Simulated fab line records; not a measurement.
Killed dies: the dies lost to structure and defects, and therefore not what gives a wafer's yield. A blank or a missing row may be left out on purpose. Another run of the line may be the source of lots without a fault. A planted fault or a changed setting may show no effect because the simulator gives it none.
fab line records || flow sky130
record {"lots": 6, "wafers": 18, "last_day": 50}
route steps=708 shown VT_ADJUST_LVTN@102 VT_ADJUST_NCORE@119
lots that met no fault: from a run of the same line without faults
start_h: hours from the record's opening day to when the first of the lot's shown wafers began || wait_h: how many hours have passed since the lot's step before this one || " same as the row above || L1.1+2: a single row standing in for several wafers || - no value, or no start was given || * or withheld: withheld || < > ~ a bound
route shown NAME@n: names a module that has steps shown in the file, with the first one's number in the route || usual: mean and standard deviation over wafers with no fault || same: alike in all rows || chamber/n: place in a boat || sites: per-site readings || _std_site: the values' standard deviation || _edge_site: mean of outer sites minus mean of inner sites || radius_mm: for every site, how far away it sits from the centre of the wafer || mask NAME#n: copy n || behind: the most recent tool/chamber to have shaped the wafer || hold: why the lot was held/for how many hours/how that ended || device: the n, p or np transistor that did not switch || end of line: the tests these same wafers got at the end of their route || a step without rows: its recipe alone || killed: count of dies lost to structure and defects at first sort (not the wafer's yield) || map: dies across one wafer; x = killed, . = not, _ = none there
set.NAME: the run value of the setting; set.NAME@STEP: its run value at that earlier step || model.NAME: the simulator's own value behind a step, which no gauge read
certain route steps with their lots: each step a table, each wafer a row
services: a tool's chamber out of use, with start hour (start_h, from the record's first day; less than 0 if before it), hours out, and reason
## steps
# step SKY_VT_ADJUST_LVTN_PEB_05
# recipe {"temp_c": 115, "time_s": "withheld"}
# step SKY_VT_ADJUST_LVTN_DEVELOP_06
# recipe {"wall_angle_deg": 90, "developer": "TMAH", "develop_time_s": 60, "dev_temp_c": 23}
# step SKY_VT_ADJUST_LVTN_OVL_MEAS_07
# usual {"VT_ADJUST_LVTN_OVL": "-0.5/1.5"}
{"lot.wafer": "L119.1", "tool": "overlay-01", "chamber": "-", "start_h": 188.23, "wait_h": "-", "VT_ADJUST_LVTN_OVL[nm]": -0.9}
{"lot.wafer": "L119.4", "tool": "overlay-01", "chamber": "-", "start_h": 188.23, "wait_h": "-", "VT_ADJUST_LVTN_OVL[nm]": -0.2}
{"lot.wafer": "L119.5", "tool": "overlay-01", "chamber": "-", "start_h": 188.23, "wait_h": "-", "VT_ADJUST_LVTN_OVL[nm]": -1.2}
{"lot.wafer": "L120.4", "tool": "overlay-02", "chamber": "-", "start_h": 192.26, "wait_h": "-", "VT_ADJUST_LVTN_OVL[nm]": -1.0}
{"lot.wafer": "L120.5", "tool": "overlay-02", "chamber": "-", "start_h": 192.26, "wait_h": "-", "VT_ADJUST_LVTN_OVL[nm]": -0.6}
{"lot.wafer": "L120.6", "tool": "overlay-02", "chamber": "-", "start_h": 192.26, "wait_h": "-", "VT_ADJUST_LVTN_OVL[nm]": -1.7}
{"lot.wafer": "L130.1", "tool": "overlay-02", "chamber": "-", "start_h": 268.63, "wait_h": "-", "VT_ADJUST_LVTN_OVL[nm]": 0.7}
{"lot.wafer": "L130.4", "tool": "overlay-02", "chamber": "-", "start_h": 268.63, "wait_h": "-", "VT_ADJUST_LVTN_OVL[nm]": -2.5}
{"lot.wafer": "L130.5", "tool": "overlay-02", "chamber": "-", "start_h": 268.63, "wait_h": "-", "VT_ADJUST_LVTN_OVL[nm]": -2.2}
{"lot.wafer": "L131.1", "tool": "overlay-01", "chamber": "-", "start_h": 272.98, "wait_h": "-", "VT_ADJUST_LVTN_OVL[nm]": 0.8}
{"lot.wafer": "L131.3", "tool": "overlay-01", "chamber": "-", "start_h": 272.98, "wait_h": "-", "VT_ADJUST_LVTN_OVL[nm]": 1.3}
{"lot.wafer": "L131.4", "tool": "overlay-01", "chamber": "-", "start_h": 272.98, "wait_h": "-", "VT_ADJUST_LVTN_OVL[nm]": 0.6}
{"lot.wafer": "L132.2", "tool": "overlay-02", "chamber": "-", "start_h": 277.40, "wait_h": "-", "VT_ADJUST_LVTN_OVL[nm]": 1.0}
{"lot.wafer": "L132.3", "tool": "overlay-02", "chamber": "-", "start_h": 277.40, "wait_h": "-", "VT_ADJUST_LVTN_OVL[nm]": 1.3}
{"lot.wafer": "L132.6", "tool": "overlay-02", "chamber": "-", "start_h": 277.40, "wait_h": "-", "VT_ADJUST_LVTN_OVL[nm]": 1.0}
{"lot.wafer": "L133.1", "tool": "overlay-02", "chamber": "-", "start_h": 281.73, "wait_h": "-", "VT_ADJUST_LVTN_OVL[nm]": -0.2}
{"lot.wafer": "L133.3", "tool": "overlay-02", "chamber": "-", "start_h": 281.73, "wait_h": "-", "VT_ADJUST_LVTN_OVL[nm]": -1.0}
{"lot.wafer": "L133.6", "tool": "overlay-02", "chamber": "-", "start_h": 281.73, "wait_h": "-", "VT_ADJUST_LVTN_OVL[nm]": 0.9}
# step SKY_VT_ADJUST_LVTN_IMPLANT_08
# recipe {"species": "B", "energy_kev": 30, "dose_cm2": 1.57e+12, "tilt_deg": "withheld"}
# step SKY_VT_ADJUST_LVTN_STRIP_09
# recipe {"chemistry": "O2/N2", "power_w": 1400, "pressure_mtorr": 1500, "platen_temp_c": "withheld", "o2_flow_sccm": 3000, "n2_flow_sccm": 300, "overash_fraction": 0.5}
# usual {"drypump_motor_current_A": "5.7/0.45", "oes_product_au": "0.722/0.0043", "strip_time_to_endpoint_s": "36.89/0.12"}
{"lot.wafer": "L119.1", "tool": "plasma_asher-04", "chamber": 1, "start_h": 188.41, "wait_h": 0.1, "drypump_motor_current_A": 5.5, "oes_product_au": 0.717, "rf_hours_counter_h": 51, "strip_time_to_endpoint_s": 36.93}
{"lot.wafer": "L119.4", "tool": "plasma_asher-04", "chamber": 0, "start_h": 188.41, "wait_h": 0.1, "drypump_motor_current_A": 6.2, "oes_product_au": 0.722, "rf_hours_counter_h": "-", "strip_time_to_endpoint_s": 37.01}
{"lot.wafer": "L119.5", "tool": "plasma_asher-04", "chamber": 1, "start_h": 188.41, "wait_h": 0.1, "drypump_motor_current_A": 5.5, "oes_product_au": 0.717, "rf_hours_counter_h": "-", "strip_time_to_endpoint_s": 36.98}
{"lot.wafer": "L120.4", "tool": "plasma_asher-04", "chamber": 0, "start_h": 192.46, "wait_h": 0.1, "drypump_motor_current_A": 6.2, "oes_product_au": 0.729, "rf_hours_counter_h": "-", "strip_time_to_endpoint_s": 37.00}
{"lot.wafer": "L120.5", "tool": "plasma_asher-04", "chamber": 0, "start_h": 192.46, "wait_h": 0.1, "drypump_motor_current_A": 6.2, "oes_product_au": 0.718, "rf_hours_counter_h": "-", "strip_time_to_endpoint_s": 37.03}
{"lot.wafer": "L120.6", "tool": "plasma_asher-04", "chamber": 1, "start_h": 192.46, "wait_h": 0.1, "drypump_motor_current_A": 5.5, "oes_product_au": 0.725, "rf_hours_counter_h": "-", "strip_time_to_endpoint_s": 36.99}
{"lot.wafer": "L130.1", "tool": "plasma_asher-02", "chamber": 0, "start_h": 268.81, "wait_h": 0.1, "drypump_motor_current_A": 5.8, "oes_product_au": 0.718, "rf_hours_counter_h": 43, "strip_time_to_endpoint_s": 36.86}
{"lot.wafer": "L130.4", "tool": "plasma_asher-02", "chamber": 0, "start_h": 268.81, "wait_h": 0.1, "drypump_motor_current_A": 5.8, "oes_product_au": 0.724, "rf_hours_counter_h": "-", "strip_time_to_endpoint_s": 36.92}
{"lot.wafer": "L130.5", "tool": "plasma_asher-02", "chamber": 1, "start_h": 268.81, "wait_h": 0.1, "drypump_motor_current_A": 4.8, "oes_product_au": 0.726, "rf_hours_counter_h": "-", "strip_time_to_endpoint_s": 36.89}
{"lot.wafer": "L131.1", "tool": "plasma_asher-01", "chamber": 1, "start_h": 273.16, "wait_h": 0.1, "drypump_motor_current_A": 5.6, "oes_product_au": 0.733, "rf_hours_counter_h": 15, "strip_time_to_endpoint_s": 36.95}
{"lot.wafer": "L131.3", "tool": "plasma_asher-01", "chamber": 0, "start_h": 273.16, "wait_h": 0.1, "drypump_motor_current_A": 6.1, "oes_product_au": 0.721, "rf_hours_counter_h": "-", "strip_time_to_endpoint_s": 37.01}
{"lot.wafer": "L131.4", "tool": "plasma_asher-01", "chamber": 1, "start_h": 273.16, "wait_h": 0.1, "drypump_motor_current_A": 5.6, "oes_product_au": 0.720, "rf_hours_counter_h": "-", "strip_time_to_endpoint_s": 37.00}
{"lot.wafer": "L132.2", "tool": "plasma_asher-02", "chamber": 0, "start_h": 277.58, "wait_h": 0.1, "drypump_motor_current_A": 5.8, "oes_product_au": 0.715, "rf_hours_counter_h": 44, "strip_time_to_endpoint_s": 36.99}
{"lot.wafer": "L132.3", "tool": "plasma_asher-02", "chamber": 0, "start_h": 277.58, "wait_h": 0.1, "drypump_motor_current_A": 5.8, "oes_product_au": 0.721, "rf_hours_counter_h": "-", "strip_time_to_endpoint_s": 36.92}
{"lot.wafer": "L132.6", "tool": "plasma_asher-02", "chamber": 0, "start_h": 277.58, "wait_h": 0.1, "drypump_motor_current_A": 5.7, "oes_product_au": 0.729, "rf_hours_counter_h": "-", "strip_time_to_endpoint_s": 36.95}
{"lot.wafer": "L133.1", "tool": "plasma_asher-01", "chamber": 0, "start_h": 281.91, "wait_h": 0.1, "drypump_motor_current_A": 6.2, "oes_product_au": 0.723, "rf_hours_counter_h": 16, "strip_time_to_endpoint_s": 36.86}
{"lot.wafer": "L133.3", "tool": "plasma_asher-01", "chamber": 1, "start_h": 281.91, "wait_h": 0.1, "drypump_motor_current_A": 5.6, "oes_product_au": 0.721, "rf_hours_counter_h": "-", "strip_time_to_endpoint_s": 36.73}
{"lot.wafer": "L133.6", "tool": "plasma_asher-01", "chamber": 1, "start_h": 281.91, "wait_h": 0.1, "drypump_motor_current_A": 5.5, "oes_product_au": 0.724, "rf_hours_counter_h": "-", "strip_time_to_endpoint_s": 36.75}
# step SKY_VT_ADJUST_LVTN_TW_MEAS_10
# usual {"VT_ADJUST_LVTN_TW": "241.9/2.9"}
{"lot.wafer": "L119.1", "tool": "film_metro-04", "chamber": "-", "start_h": 188.51, "wait_h": 0.1, "VT_ADJUST_LVTN_TW": 241.5}
{"lot.wafer": "L119.4", "tool": "film_metro-04", "chamber": "-", "start_h": 188.51, "wait_h": 0.1, "VT_ADJUST_LVTN_TW": 243.1}
{"lot.wafer": "L119.5", "tool": "film_metro-04", "chamber": "-", "start_h": 188.51, "wait_h": 0.1, "VT_ADJUST_LVTN_TW": 243.5}
{"lot.wafer": "L120.4", "tool": "film_metro-01", "chamber": "-", "start_h": 192.56, "wait_h": 0.1, "VT_ADJUST_LVTN_TW": 238.9}
{"lot.wafer": "L120.5", "tool": "film_metro-01", "chamber": "-", "start_h": 192.56, "wait_h": 0.1, "VT_ADJUST_LVTN_TW": 238.5}
{"lot.wafer": "L120.6", "tool": "film_metro-01", "chamber": "-", "start_h": 192.56, "wait_h": 0.1, "VT_ADJUST_LVTN_TW": 238.6}
{"lot.wafer": "L130.1", "tool": "film_metro-01", "chamber": "-", "start_h": 268.91, "wait_h": 0.1, "VT_ADJUST_LVTN_TW": 238.3}
{"lot.wafer": "L130.4", "tool": "film_metro-01", "chamber": "-", "start_h": 268.91, "wait_h": 0.1, "VT_ADJUST_LVTN_TW": 239.4}
{"lot.wafer": "L130.5", "tool": "film_metro-01", "chamber": "-", "start_h": 268.91, "wait_h": 0.1, "VT_ADJUST_LVTN_TW": 238.6}
{"lot.wafer": "L131.1", "tool": "film_metro-02", "chamber": "-", "start_h": 273.26, "wait_h": 0.1, "VT_ADJUST_LVTN_TW": 244.3}
{"lot.wafer": "L131.3", "tool": "film_metro-02", "chamber": "-", "start_h": 273.26, "wait_h": 0.1, "VT_ADJUST_LVTN_TW": 243.8}
{"lot.wafer": "L131.4", "tool": "film_metro-02", "chamber": "-", "start_h": 273.26, "wait_h": 0.1, "VT_ADJUST_LVTN_TW": 244.2}
{"lot.wafer": "L132.2", "tool": "film_metro-02", "chamber": "-", "start_h": 277.69, "wait_h": 0.1, "VT_ADJUST_LVTN_TW": 243.5}
{"lot.wafer": "L132.3", "tool": "film_metro-02", "chamber": "-", "start_h": 277.69, "wait_h": 0.1, "VT_ADJUST_LVTN_TW": 245.3}
{"lot.wafer": "L132.6", "tool": "film_metro-02", "chamber": "-", "start_h": 277.69, "wait_h": 0.1, "VT_ADJUST_LVTN_TW": 245.0}
{"lot.wafer": "L133.1", "tool": "film_metro-02", "chamber": "-", "start_h": 282.01, "wait_h": 0.1, "VT_ADJUST_LVTN_TW": 244.2}
{"lot.wafer": "L133.3", "tool": "film_metro-02", "chamber": "-", "start_h": 282.01, "wait_h": 0.1, "VT_ADJUST_LVTN_TW": 246.2}
{"lot.wafer": "L133.6", "tool": "film_metro-02", "chamber": "-", "start_h": 282.01, "wait_h": 0.1, "VT_ADJUST_LVTN_TW": 245.1}
# step SKY_VT_ADJUST_LVTN_DEHYDRATE_11
# recipe {"temp_c": 200, "time_s": 60}
# step SKY_VT_ADJUST_LVTN_HMDS_12
# recipe {"prime_time_s": 60, "prime_temp_c": 120}
# step SKY_VT_ADJUST_LVTN_COAT_13
# recipe {"resist": "NOVOLAK", "spin_rpm": 3000, "resist_thk_nm": 1140}
# step SKY_VT_ADJUST_LVTN_SOFTBAKE_14
# recipe {"temp_c": 90, "time_s": 60, "resist": "NOVOLAK"}
# step SKY_VT_ADJUST_LVTN_EXPOSE_15
# recipe {"mask_id": "HVN_STD_DERIVED", "na": 0.6, "source_shape": "conventional", "sigma_outer": 0.6, "polarization": "unpolarized", "target_cd_nm": 600, "dose_mj": 163}
# step SKY_VT_ADJUST_LVTN_PEB_16
# recipe {"temp_c": "withheld", "time_s": "*", "resist": "NOVOLAK"}
# step SKY_VT_ADJUST_LVTN_DEVELOP_17
# recipe {"resist": "NOVOLAK", "developer": "TMAH", "develop_time_s": 60, "dev_temp_c": 23}
{"lot.wafer": "L119.1+4+5", "tool": "litho_track-02", "chamber": 0, "start_h": 208.85, "wait_h": 0.1}
{"lot.wafer": "L120.4+5+6", "tool": "litho_track-01", "chamber": 0, "start_h": 214.05, "wait_h": 0.1}
{"lot.wafer": "L130.1+4+5", "tool": "litho_track-02", "chamber": 0, "start_h": 292.75, "wait_h": 0.1}
{"lot.wafer": "L131.1+3+4", "tool": "litho_track-02", "chamber": 0, "start_h": 297.70, "wait_h": 0.1}
{"lot.wafer": "L132.2+3+6", "tool": "litho_track-01", "chamber": 0, "start_h": 302.35, "wait_h": 0.1}
{"lot.wafer": "L133.1+3+6", "tool": "litho_track-04", "chamber": 0, "start_h": 307.04, "wait_h": 0.1}
# step SKY_VT_ADJUST_LVTN_OVL_MEAS_18
# usual {"VT_ADJUST_LVTN_01_OVL": "0.5/1.3"}
{"lot.wafer": "L119.1", "tool": "overlay-02", "chamber": "-", "start_h": 209.00, "wait_h": 0.1, "VT_ADJUST_LVTN_01_OVL[nm]": 2.9}
{"lot.wafer": "L119.4", "tool": "overlay-02", "chamber": "-", "start_h": 209.00, "wait_h": 0.1, "VT_ADJUST_LVTN_01_OVL[nm]": 2.4}
{"lot.wafer": "L119.5", "tool": "overlay-02", "chamber": "-", "start_h": 209.00, "wait_h": 0.1, "VT_ADJUST_LVTN_01_OVL[nm]": 1.5}
{"lot.wafer": "L120.4", "tool": "overlay-01", "chamber": "-", "start_h": 214.14, "wait_h": 0.1, "VT_ADJUST_LVTN_01_OVL[nm]": -0.3}
{"lot.wafer": "L120.5", "tool": "overlay-01", "chamber": "-", "start_h": 214.14, "wait_h": 0.1, "VT_ADJUST_LVTN_01_OVL[nm]": 0.3}
{"lot.wafer": "L120.6", "tool": "overlay-01", "chamber": "-", "start_h": 214.14, "wait_h": 0.1, "VT_ADJUST_LVTN_01_OVL[nm]": 0.7}
{"lot.wafer": "L130.1", "tool": "overlay-01", "chamber": "-", "start_h": 292.90, "wait_h": 0.1, "VT_ADJUST_LVTN_01_OVL[nm]": "-"}
{"lot.wafer": "L130.4", "tool": "overlay-01", "chamber": "-", "start_h": 292.90, "wait_h": 0.1, "VT_ADJUST_LVTN_01_OVL[nm]": "-"}
{"lot.wafer": "L130.5", "tool": "overlay-01", "chamber": "-", "start_h": 292.90, "wait_h": 0.1, "VT_ADJUST_LVTN_01_OVL[nm]": "-"}
{"lot.wafer": "L131.1", "tool": "overlay-02", "chamber": "-", "start_h": 297.85, "wait_h": 0.1, "VT_ADJUST_LVTN_01_OVL[nm]": "-"}
{"lot.wafer": "L131.3", "tool": "overlay-02", "chamber": "-", "start_h": 297.85, "wait_h": 0.1, "VT_ADJUST_LVTN_01_OVL[nm]": "-"}
{"lot.wafer": "L131.4", "tool": "overlay-02", "chamber": "-", "start_h": 297.85, "wait_h": 0.1, "VT_ADJUST_LVTN_01_OVL[nm]": "-"}
{"lot.wafer": "L132.2", "tool": "overlay-01", "chamber": "-", "start_h": 302.48, "wait_h": 0.1, "VT_ADJUST_LVTN_01_OVL[nm]": 1.9}
{"lot.wafer": "L132.3", "tool": "overlay-01", "chamber": "-", "start_h": 302.48, "wait_h": 0.1, "VT_ADJUST_LVTN_01_OVL[nm]": 1.0}
{"lot.wafer": "L132.6", "tool": "overlay-01", "chamber": "-", "start_h": 302.48, "wait_h": 0.1, "VT_ADJUST_LVTN_01_OVL[nm]": 2.3}
{"lot.wafer": "L133.1", "tool": "overlay-02", "chamber": "-", "start_h": 307.19, "wait_h": 0.1, "VT_ADJUST_LVTN_01_OVL[nm]": 2.3}
{"lot.wafer": "L133.3", "tool": "overlay-02", "chamber": "-", "start_h": 307.19, "wait_h": 0.1, "VT_ADJUST_LVTN_01_OVL[nm]": 2.2}
{"lot.wafer": "L133.6", "tool": "overlay-02", "chamber": "-", "start_h": 307.19, "wait_h": 0.1, "VT_ADJUST_LVTN_01_OVL[nm]": 0.8}
# step SKY_VT_ADJUST_LVTN_IMPLANT_19
# recipe {"species": "B", "energy_kev": 30, "dose_cm2": 6.5e+11, "tilt_deg": "withheld"}
# step SKY_VT_ADJUST_LVTN_STRIP_20
# recipe {"chemistry": "O2/N2", "power_w": 1400, "pressure_mtorr": 1500, "platen_temp_c": "withheld", "o2_flow_sccm": 3000, "n2_flow_sccm": 300, "overash_fraction": 0.5}
# usual {"drypump_motor_current_A": "5.7/0.43", "oes_product_au": "0.716/0.0047", "strip_time_to_endpoint_s": "14.16/0.039"}
{"lot.wafer": "L119.1", "tool": "plasma_asher-02", "chamber": 0, "start_h": 209.19, "wait_h": 0.1, "drypump_motor_current_A": 5.7, "oes_product_au": 0.711, "rf_hours_counter_h": 37, "strip_time_to_endpoint_s": 14.15}
{"lot.wafer": "L119.4", "tool": "plasma_asher-02", "chamber": 0, "start_h": 209.19, "wait_h": 0.1, "drypump_motor_current_A": 5.8, "oes_product_au": 0.721, "rf_hours_counter_h": "-", "strip_time_to_endpoint_s": 14.12}
{"lot.wafer": "L119.5", "tool": "plasma_asher-02", "chamber": 1, "start_h": 209.19, "wait_h": 0.1, "drypump_motor_current_A": 4.8, "oes_product_au": 0.720, "rf_hours_counter_h": "-", "strip_time_to_endpoint_s": 14.14}
{"lot.wafer": "L120.4", "tool": "plasma_asher-04", "chamber": 0, "start_h": 214.35, "wait_h": 0.1, "drypump_motor_current_A": 6.2, "oes_product_au": 0.729, "rf_hours_counter_h": "-", "strip_time_to_endpoint_s": 14.21}
{"lot.wafer": "L120.5", "tool": "plasma_asher-04", "chamber": 0, "start_h": 214.35, "wait_h": 0.1, "drypump_motor_current_A": 6.2, "oes_product_au": 0.718, "rf_hours_counter_h": "-", "strip_time_to_endpoint_s": 14.20}
{"lot.wafer": "L120.6", "tool": "plasma_asher-04", "chamber": 1, "start_h": 214.35, "wait_h": 0.1, "drypump_motor_current_A": 5.5, "oes_product_au": 0.716, "rf_hours_counter_h": "-", "strip_time_to_endpoint_s": 14.19}
{"lot.wafer": "L130.1", "tool": "plasma_asher-01", "chamber": 1, "start_h": 293.09, "wait_h": 0.1, "drypump_motor_current_A": 5.6, "oes_product_au": 0.714, "rf_hours_counter_h": 17, "strip_time_to_endpoint_s": 14.16}
{"lot.wafer": "L130.4", "tool": "plasma_asher-01", "chamber": 0, "start_h": 293.09, "wait_h": 0.1, "drypump_motor_current_A": 6.1, "oes_product_au": 0.718, "rf_hours_counter_h": "-", "strip_time_to_endpoint_s": 14.15}
{"lot.wafer": "L130.5", "tool": "plasma_asher-01", "chamber": 1, "start_h": 293.09, "wait_h": 0.1, "drypump_motor_current_A": 5.6, "oes_product_au": 0.721, "rf_hours_counter_h": "-", "strip_time_to_endpoint_s": 14.16}
{"lot.wafer": "L131.1", "tool": "plasma_asher-02", "chamber": 0, "start_h": 298.04, "wait_h": 0.1, "drypump_motor_current_A": 5.8, "oes_product_au": 0.722, "rf_hours_counter_h": 46, "strip_time_to_endpoint_s": 14.18}
{"lot.wafer": "L131.3", "tool": "plasma_asher-02", "chamber": 0, "start_h": 298.04, "wait_h": 0.1, "drypump_motor_current_A": 5.8, "oes_product_au": 0.710, "rf_hours_counter_h": "-", "strip_time_to_endpoint_s": 14.14}
{"lot.wafer": "L131.4", "tool": "plasma_asher-02", "chamber": 1, "start_h": 298.04, "wait_h": 0.1, "drypump_motor_current_A": 4.8, "oes_product_au": 0.713, "rf_hours_counter_h": "-", "strip_time_to_endpoint_s": 14.11}
{"lot.wafer": "L132.2", "tool": "plasma_asher-04", "chamber": 0, "start_h": 302.66, "wait_h": 0.1, "drypump_motor_current_A": 6.2, "oes_product_au": 0.715, "rf_hours_counter_h": 62, "strip_time_to_endpoint_s": 14.12}
{"lot.wafer": "L132.3", "tool": "plasma_asher-04", "chamber": 1, "start_h": 302.66, "wait_h": 0.1, "drypump_motor_current_A": 5.5, "oes_product_au": 0.718, "rf_hours_counter_h": "-", "strip_time_to_endpoint_s": 14.13}
{"lot.wafer": "L132.6", "tool": "plasma_asher-04", "chamber": 1, "start_h": 302.66, "wait_h": 0.1, "drypump_motor_current_A": 5.5, "oes_product_au": 0.722, "rf_hours_counter_h": "-", "strip_time_to_endpoint_s": 14.14}
{"lot.wafer": "L133.1", "tool": "plasma_asher-02", "chamber": 0, "start_h": 307.38, "wait_h": 0.1, "drypump_motor_current_A": 5.8, "oes_product_au": 0.715, "rf_hours_counter_h": 47, "strip_time_to_endpoint_s": 14.19}
{"lot.wafer": "L133.3", "tool": "plasma_asher-02", "chamber": 0, "start_h": 307.38, "wait_h": 0.1, "drypump_motor_current_A": 5.8, "oes_product_au": 0.713, "rf_hours_counter_h": "-", "strip_time_to_endpoint_s": 14.16}
{"lot.wafer": "L133.6", "tool": "plasma_asher-02", "chamber": 1, "start_h": 307.38, "wait_h": 0.1, "drypump_motor_current_A": 4.8, "oes_product_au": 0.721, "rf_hours_counter_h": "-", "strip_time_to_endpoint_s": 14.18}
# step SKY_VT_ADJUST_LVTN_TW_MEAS_21
# usual {"VT_ADJUST_LVTN_2_TW": "188.2/1.9"}
{"lot.wafer": "L119.1", "tool": "film_metro-04", "chamber": "-", "start_h": 209.29, "wait_h": 0.1, "VT_ADJUST_LVTN_2_TW": 186.9}
{"lot.wafer": "L119.4", "tool": "film_metro-04", "chamber": "-", "start_h": 209.29, "wait_h": 0.1, "VT_ADJUST_LVTN_2_TW": 188.3}
{"lot.wafer": "L119.5", "tool": "film_metro-04", "chamber": "-", "start_h": 209.29, "wait_h": 0.1, "VT_ADJUST_LVTN_2_TW": 188.4}
{"lot.wafer": "L120.4", "tool": "film_metro-04", "chamber": "-", "start_h": 214.44, "wait_h": 0.1, "VT_ADJUST_LVTN_2_TW": 188.3}
{"lot.wafer": "L120.5", "tool": "film_metro-04", "chamber": "-", "start_h": 214.44, "wait_h": 0.1, "VT_ADJUST_LVTN_2_TW": 187.9}
{"lot.wafer": "L120.6", "tool": "film_metro-04", "chamber": "-", "start_h": 214.44, "wait_h": 0.1, "VT_ADJUST_LVTN_2_TW": 187.8}
{"lot.wafer": "L130.1", "tool": "film_metro-02", "chamber": "-", "start_h": 293.19, "wait_h": 0.1, "VT_ADJUST_LVTN_2_TW": 30.4}
{"lot.wafer": "L130.4", "tool": "film_metro-02", "chamber": "-", "start_h": 293.19, "wait_h": 0.1, "VT_ADJUST_LVTN_2_TW": 30.4}
{"lot.wafer": "L130.5", "tool": "film_metro-02", "chamber": "-", "start_h": 293.19, "wait_h": 0.1, "VT_ADJUST_LVTN_2_TW": 30.4}
{"lot.wafer": "L131.1", "tool": "film_metro-01", "chamber": "-", "start_h": 298.14, "wait_h": 0.1, "VT_ADJUST_LVTN_2_TW": 29.6}
{"lot.wafer": "L131.3", "tool": "film_metro-01", "chamber": "-", "start_h": 298.14, "wait_h": 0.1, "VT_ADJUST_LVTN_2_TW": 29.7}
{"lot.wafer": "L131.4", "tool": "film_metro-01", "chamber": "-", "start_h": 298.14, "wait_h": 0.1, "VT_ADJUST_LVTN_2_TW": 29.8}
{"lot.wafer": "L132.2", "tool": "film_metro-04", "chamber": "-", "start_h": 302.77, "wait_h": 0.1, "VT_ADJUST_LVTN_2_TW": 188.6}
{"lot.wafer": "L132.3", "tool": "film_metro-04", "chamber": "-", "start_h": 302.77, "wait_h": 0.1, "VT_ADJUST_LVTN_2_TW": 187.8}
{"lot.wafer": "L132.6", "tool": "film_metro-04", "chamber": "-", "start_h": 302.77, "wait_h": 0.1, "VT_ADJUST_LVTN_2_TW": 187.5}
{"lot.wafer": "L133.1", "tool": "film_metro-01", "chamber": "-", "start_h": 307.48, "wait_h": 0.1, "VT_ADJUST_LVTN_2_TW": 185.7}
{"lot.wafer": "L133.3", "tool": "film_metro-01", "chamber": "-", "start_h": 307.48, "wait_h": 0.1, "VT_ADJUST_LVTN_2_TW": 185.8}
{"lot.wafer": "L133.6", "tool": "film_metro-01", "chamber": "-", "start_h": 307.48, "wait_h": 0.1, "VT_ADJUST_LVTN_2_TW": 185.7}
# step SKY_VT_ADJUST_NCORE_DEHYDRATE_00
# recipe {"temp_c": 200, "time_s": 60}
## services
{"tool": "plasma_asher-02", "chamber": "-", "start_h": 170.31, "hours": 2.8, "kind": "pm"}
{"tool": "plasma_asher-02", "chamber": "-", "start_h": 226.23, "hours": 2.9, "kind": "repair"}
{"tool": "plasma_asher-04", "chamber": "-", "start_h": 259.42, "hours": 1.2, "kind": "repair"}
## key
first_sign {"step": "SKY_VT_ADJUST_LVTN_OVL_MEAS_18", "reading": "VT_ADJUST_LVTN_01_OVL", "direction": "missing"}
effect {"step": "SKY_VT_ADJUST_LVTN_TW_MEAS_21", "reading": "VT_ADJUST_LVTN_2_TW", "direction": "down", "sigmas": 83, "usual": 188.2, "struck": 30.0}
met_at SKY_VT_ADJUST_LVTN_DEVELOP_17
struck_wafers L130.1,L130.4,L130.5,L131.1,L131.3,L131.4
sort_left_out L130.1,L130.4,L130.5,L131.1,L131.3,L131.4
tester_left_out L130,L131
onset_between 208.85 292.75
fault {"kind": "process_parameter_drift", "tool": "litho_track-02", "chamber": "-", "onset_h": 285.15, "steps": "SKY_VT_ADJUST_LVTN_DEVELOP_17", "channel": "develop_time_s", "offset": "*", "shape": "step", "end_h": 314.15, "acts_in": "*", "stated": "*"}
# tester_left_out: of these lots the tester's yield and bins aren't shown, on N5 and GAA mostly nor the transistor test; their killed dies are dies lost to structure and defects alone, not to doping, threshold or leakage, so they don't give the yield
# sort_left_out: the simulated sort isn't trusted on such a fault, so these wafers' sort isn't shown, and their yield isn't known
